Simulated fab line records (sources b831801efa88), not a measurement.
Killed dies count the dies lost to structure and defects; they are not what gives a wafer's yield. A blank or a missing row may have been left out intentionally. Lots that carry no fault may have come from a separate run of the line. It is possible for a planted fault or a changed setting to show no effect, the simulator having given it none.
Which tool was responsible? / flow sky130 / 11 lots with 30 wafers sampled at 4 steps, on a route of 708 steps

## WHAT EACH GAUGE READ, for each wafer
SKY_SD_N_CD_MEAS_07: target cd 380 nm.
lot=L714; measured=day 27 12:02; on=cd_sem-02; cd_nm (nm)=380.8 381.3 381.7
lot=L717; measured=day 29 18:49; on=cd_sem-02; cd_nm (nm)=379.8 382.3 380.5
lot=L718; measured=day 29 19:08; on=cd_sem-02; cd_nm (nm)=378.0 379.4 380.1
lot=L719; measured=day 29 19:50; on=cd_sem-01; cd_nm (nm)=380.3 382.9 384.7
lot=L720; measured=day 30 01:34; on=cd_sem-02; cd_nm (nm)=379.8 380.0 381.0
lot=L729; measured=day 32 18:55; on=cd_sem-01; cd_nm (nm)=380.8 453.1 380.9 452.8
lot=L730; measured=day 33 05:35; on=cd_sem-02; cd_nm (nm)=454.7 454.8
lot=L731; measured=day 33 06:31; on=cd_sem-01; cd_nm (nm)=456.4 456.0 381.4 456.0 456.2 381.4
lot=L735; measured=day 34 17:02; on=cd_sem-01; cd_nm (nm)=380.0 377.4 381.4
lot=L734; measured=day 34 19:40; on=cd_sem-01; cd_nm (nm)=378.8 378.3 379.9
lot=L737; measured=day 35 06:26; on=cd_sem-01; cd_nm (nm)=376.3 376.0 377.5

## WHICH TOOL RAN EACH LOT (tool, then ch and the chambers of the sampled wafers, then the start)
lot=L714; SKY_LDD_LDN_STRIP_12=plasma_asher-01 ch 0,1, day 22 14:04; SKY_POLY_CUT_ETCH_10=rie_diel-01 ch 0,2,3, day 23 21:17; SKY_SD_N_COAT_02=litho_track-03 ch 0, day 26 21:56
lot=L717; SKY_LDD_LDN_STRIP_12=plasma_asher-03 ch 0,1, day 23 21:04; SKY_POLY_CUT_ETCH_10=rie_diel-04 ch 0,1, day 26 04:23; SKY_SD_N_COAT_02=litho_track-04 ch 0, day 29 04:16
lot=L718; SKY_LDD_LDN_STRIP_12=plasma_asher-01 ch 0,1, day 24 03:34; SKY_POLY_CUT_ETCH_10=rie_diel-03 ch 0,1,3, day 26 04:28; SKY_SD_N_COAT_02=litho_track-01 ch 0, day 29 04:41
lot=L719; SKY_LDD_LDN_STRIP_12=plasma_asher-03 ch 0,1, day 24 08:29; SKY_POLY_CUT_ETCH_10=rie_diel-04 ch 0,2,3, day 26 04:49; SKY_SD_N_COAT_02=litho_track-04 ch 0, day 29 05:41
lot=L720; SKY_LDD_LDN_STRIP_12=plasma_asher-04 ch 0,1, day 25 05:10; SKY_POLY_CUT_ETCH_10=rie_diel-03 ch 0,1,3, day 26 13:23; SKY_SD_N_COAT_02=litho_track-01 ch 0, day 29 11:25
lot=L729; SKY_LDD_LDN_STRIP_12=plasma_asher-04 ch 1, day 28 03:20; SKY_POLY_CUT_ETCH_10=rie_diel-03 ch 2,3, day 29 09:02; SKY_SD_N_COAT_02=litho_track-01 ch 0, day 32 05:30
lot=L730; SKY_LDD_LDN_STRIP_12=plasma_asher-01 ch 1, day 28 12:56; SKY_POLY_CUT_ETCH_10=rie_diel-01 ch 0, day 29 19:54; SKY_SD_N_COAT_02=litho_track-01 ch 0, day 32 15:37
lot=L731; SKY_LDD_LDN_STRIP_12=plasma_asher-03 ch 0,1, day 28 16:28; SKY_POLY_CUT_ETCH_10=rie_diel-04 ch 0,2,3, day 29 21:20; SKY_SD_N_COAT_02=litho_track-01 ch 0, day 32 16:28
lot=L735; SKY_LDD_LDN_STRIP_12=plasma_asher-03 ch 0,1, day 30 02:02; SKY_POLY_CUT_ETCH_10=rie_diel-01 ch 0,1,3, day 31 07:58; SKY_SD_N_COAT_02=litho_track-03 ch 0, day 34 03:30
lot=L734; SKY_LDD_LDN_STRIP_12=plasma_asher-01 ch 0,1, day 30 06:00; SKY_POLY_CUT_ETCH_10=rie_diel-01 ch 0,1,3, day 31 11:17; SKY_SD_N_COAT_02=litho_track-04 ch 0, day 34 06:34
lot=L737; SKY_LDD_LDN_STRIP_12=plasma_asher-03 ch 0,1, day 30 18:05; SKY_POLY_CUT_ETCH_10=rie_diel-03 ch 0,2,3, day 31 23:14; SKY_SD_N_COAT_02=litho_track-03 ch 0, day 34 17:51
- SKY_LDD_LDN_STRIP_12: strips in O2/N2.
- SKY_POLY_CUT_ETCH_10: etches BARC in N2/H2, stops on SiO2, time 45.9 s, target depth 60 nm.
- SKY_SD_N_COAT_02: resist thk 1140 nm.

## THE ANSWER, worked out from the rows above alone
Rule: what is usual is taken from the lots themselves. Put in order of their means at a reading, lots are off if they are a third of the lots or fewer, leave a main group of 4 or more, and stand apart from it by a gap of 3 or more times the standard deviation of the main group's means; of several such gaps the widest counts. A main group is skipped when, at the precision printed for the reading in the tables above, its means are all equal. A lot without any number at a reading at which 4 lots or more have one is off too. Any other lot the step has rows for is counted as sound.
Off: L729, L730, L731 (SKY_SD_N_CD_MEAS_07, cd_nm). The main group has a mean of 379.9 nm with a standard deviation of 1.7.
A tool fits if, at a process step before that reading, it ran every lot that is off, and no sound lot after the first of them. Gauges at SKY_SD_N_CD_MEAS_07: tried the same way as those tools. One candidate fits, namely litho_track-01 at SKY_SD_N_COAT_02. Its last sound lot is L720 (day 29 11:25), its first lot that is off L729 (day 32 05:30): a fault that began between those two fits.

## WHAT THE SIMULATOR PUT IN
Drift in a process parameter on litho_track-01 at SKY_SD_N_COAT_02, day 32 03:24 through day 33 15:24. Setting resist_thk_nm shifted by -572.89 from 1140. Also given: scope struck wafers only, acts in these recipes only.
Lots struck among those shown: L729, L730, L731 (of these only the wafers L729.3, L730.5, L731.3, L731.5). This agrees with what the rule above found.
